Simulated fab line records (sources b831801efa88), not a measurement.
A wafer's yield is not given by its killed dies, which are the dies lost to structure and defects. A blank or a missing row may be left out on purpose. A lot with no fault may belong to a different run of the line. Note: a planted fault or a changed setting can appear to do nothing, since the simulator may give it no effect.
Matching of chambers | flow gf180mcu | cmp-02 running GF_V5_CMP_26: 4 sister chambers
The step polishes, stops on SiO2, t overpolish 15 s, target thk 0 nm. 4 wafers are shown with their chamber, then 7 later ones without.

== WAFERS WITH THEIR CHAMBER ==
wafer  | chamber | time-to-endpoint-s (s)
L814.1 | 2       | 91
L814.5 | 0       | 77
L815.1 | 1       | 93
L815.2 | 3       | 95

== WAFERS WITH NO CHAMBER GIVEN ==
wafer  | time-to-endpoint-s (s)
L815.4 | 94
L816.1 | 91
L816.3 | 91
L816.5 | 81
L820.1 | 92
L820.2 | 90
L820.3 | 89

== EACH ONE'S CHAMBER ==
wafer  | from the rows above          | in truth
L815.4 | can't be placed: 1 or 3 or 2 | 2
L816.1 | can't be placed: 2 or 1      | 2
L816.3 | can't be placed: 2 or 1      | 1
L816.5 | 0                            | 0
L820.1 | can't be placed: 1 or 2 or 3 | 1
L820.2 | can't be placed: 2 or 1      | 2
L820.3 | can't be placed: 2 or 1      | 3
Correctly placed: 1 of 7. Cannot be placed on the basis of these rows: 6; the candidates contain the true chamber in 5. 0 placed wrongly.
How it was worked out, from the rows above alone: a wafer's distance from a chamber is the root of the sum, over the readings, of the square of ((its reading less the chamber's mean) divided by the reading's scatter). If the next closest chamber is less than 2 further off than the closest, the wafer can't be placed; otherwise it belongs to the closest. A chamber's mean is the mean of its shown wafers. The scatter: with one shown wafer a chamber, the root of the mean of the squares of how far each hidden wafer lies from its nearest shown one.
